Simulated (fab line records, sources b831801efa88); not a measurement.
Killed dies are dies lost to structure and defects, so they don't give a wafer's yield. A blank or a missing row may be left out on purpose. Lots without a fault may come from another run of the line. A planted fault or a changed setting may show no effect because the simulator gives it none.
Chamber matching | flow gf180mcu | GF_V5_CVD_02 on pecvd-04: 3 sister chambers
The step deposits SiO2 from TEOS, target thk 1450 nm, time 163.28 s. 22 wafers are shown with their chamber, then 11 later ones without.

WAFERS WITH THEIR CHAMBER
wafer  | chamber | heater_power_w (W)
L074.1 | 0       | 607
L074.2 | 1       | 852
L074.3 | 2       | 801
L074.4 | 1       | 670
L074.5 | 0       | 689
L074.6 | 2       | 658
L075.1 | 1       | 795
L075.2 | 0       | 714
L075.3 | 2       | 742
L075.4 | 1       | 852
L075.5 | 2       | 799
L075.6 | 0       | 559
L076.1 | 1       | 808
L076.2 | 2       | 704
L076.4 | 1       | 681
L077.2 | 1       | 845
L077.3 | 2       | 799
L077.6 | 1       | 666
L078.1 | 2       | 773
L078.3 | 0       | 604
L078.6 | 2       | 780
L082.1 | 2       | 735

SIGNATURES (means of the wafers above)
reading        | chamber 0 | chamber 1 | chamber 2 | scatter within a chamber
heater_power_w | 634.60    | 771.12    | 754.56    | 67.3
Rule: a wafer's distance from a chamber is the root of the sum, over the readings, of the square of ((its reading less the chamber's mean) divided by the reading's scatter). The wafer belongs to the nearest chamber; if the next one is less than 2 further off, it can't be placed. The scatter: the root of (the sum of the squares of (reading less its chamber's mean) over the shown wafers, divided by (wafers less chambers)).

WAFERS WITHOUT THEIR CHAMBER
wafer  | heater_power_w (W)
L082.4 | 685
L082.6 | 791
L088.2 | 738
L088.4 | 688
L088.5 | 678
L095.1 | 750
L095.3 | 791
L095.6 | 801
L096.1 | 820
L096.4 | 680
L096.6 | 656

WHICH CHAMBER EACH WENT THROUGH
wafer  | from the rows above          | in truth
L082.4 | can't be placed: 0 or 2 or 1 | 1
L082.6 | can't be placed: 1 or 2      | 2
L088.2 | can't be placed: 2 or 1 or 0 | 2
L088.4 | can't be placed: 0 or 2 or 1 | 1
L088.5 | can't be placed: 0 or 2 or 1 | 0
L095.1 | can't be placed: 2 or 1 or 0 | 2
L095.3 | can't be placed: 1 or 2      | 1
L095.6 | can't be placed: 1 or 2      | 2
L096.1 | can't be placed: 1 or 2      | 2
L096.4 | can't be placed: 0 or 2 or 1 | 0
L096.6 | can't be placed: 0 or 2 or 1 | 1
Placed correctly: 0 of 11. Can't be placed from these rows: 11 (the true chamber is among the candidates in 11). Placed wrongly: 0.
